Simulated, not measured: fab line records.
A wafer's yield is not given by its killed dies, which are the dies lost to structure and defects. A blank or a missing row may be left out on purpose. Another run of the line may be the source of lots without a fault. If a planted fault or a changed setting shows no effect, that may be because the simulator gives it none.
Code-filled problem report in 8D (eight disciplines) form + flow gf180mcu + the parts of the form that need people (team, actions taken, sign-off) are left out
Where a reading is given only as a bound, like >300, the bound stands for it, and a mean or a difference that rests on one is marked > or <: the true number lies beyond.

== 1. WHAT IS WRONG ==
V2_W_RS at GF_V2_RS_MEAS_24 reads a mean of 44.005 ohm/sq on 6 wafers of 2 lots; wafers without a fault read 0.328 ohm/sq with a standard deviation of 0.0036. That is +99 or more standard deviations from the usual mean.
The step: measures by four-point-probe.
First seen on wafer L253.2, day 23 02:42, on film metro-01. The record holds 42 wafers of 14 lots with a number at this step. By rule, "out" or "out of limits" means more than 4 standard deviations away from the usual mean. Any other wafer with a number is counted as sound.

== 2. WHAT IT IS AND WHAT IT IS NOT ==
| question                    | is                           | is not                                                                                                   |
|-----------------------------|------------------------------|----------------------------------------------------------------------------------------------------------|
| which readings at this step | V2_W_RS                      | -                                                                                                        |
| which lots                  | L253, L254                   | L246, L247, L248, L249, L251, L262, L263, L264, L265, L266, L267, L268                                   |
| which wafers of those lots  | all that have a number       | -                                                                                                        |
| read on which gauges        | film metro-01, film metro-03 | film metro-04                                                                                            |
| when                        | from day 23 02:42            | up to then (15 sound wafers); but 21 sound wafers of L262, L263, L264, L265, L266, L267, L268 came after |

== 3. THE SUSPECTS, EACH WITH WHAT RULES IT OUT ==
Counting: a tool at a process step up to the reading stays a suspect if it ran every lot that is out and no sound lot after the first of them.
- the gauge at GF_V2_RS_MEAS_24 has been ruled out. The wafers that are out were read on 2 gauges (film metro-01, film metro-03).
- cvd w-01 at GF_V2_CVD_23 (deposits W, target thk 350 nm, time 104.94 s): ruled out as a lasting fault. After its first lot that is out, L253 (day 23 02:34), sound lots L264, L265, L266 ran on it.
Left after counting: nothing in the record.

== 4. THE CAUSE (what the simulator had put in) ==
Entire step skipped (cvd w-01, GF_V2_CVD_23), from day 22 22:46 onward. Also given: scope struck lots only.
Counting ruled it out, wrongly: the rule takes a fault to strike every lot that its tool runs from its start on, and this one did not.

== 5. SEQUENCE OF EFFECTS, ordered by route ==
Rows list readings where the struck wafers' mean (over those with a number) sits beyond 3 standard deviations from the usual. Only readings for which the record gives a usual standard deviation are gone through. hours: the time from each lot's start at the first step in this table that gives one to its start at this step, as a median over the lots. sigmas: the change in usual standard deviations.
| hours | step              | reading            | usual        | on struck wafers | change  | sigmas      |
|-------|-------------------|--------------------|--------------|------------------|---------|-------------|
| 0     | GF_V2_RS_MEAS_24  | V2_W_RS            | 0.328 ohm/sq | 44.005           | +43.677 | +99 or more |
| 0     | GF_V2_THK_MEAS_25 | V2_W_THK           | 356 nm       | <0               | <-356   | <-67        |
| 0     | GF_V2_CMP_26      | time to endpoint s | 84 s         | 3                | -81     | -23         |
It contains these process steps:
- GF_V2_CMP_26: polishes, stops on SiO2, t overpolish 15 s, target thk 0 nm.
Readings that are blank on the struck wafers while sound wafers have them: chamber pressure Torr at GF_V2_CVD_23; heater power outer w at GF_V2_CVD_23; heater power w at GF_V2_CVD_23.

== 6. HOW IT WOULD HAVE BEEN CAUGHT EARLIER ==
In this record the first reading out of limits at a measuring or inspecting step was taken at day 23 02:42, 4 hours after the fault began at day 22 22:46.
At GF_V2_CVD_23 the tool's readings are blank on the struck wafers, where sound wafers have them: an empty tool record is the first sign, and it was there at once.
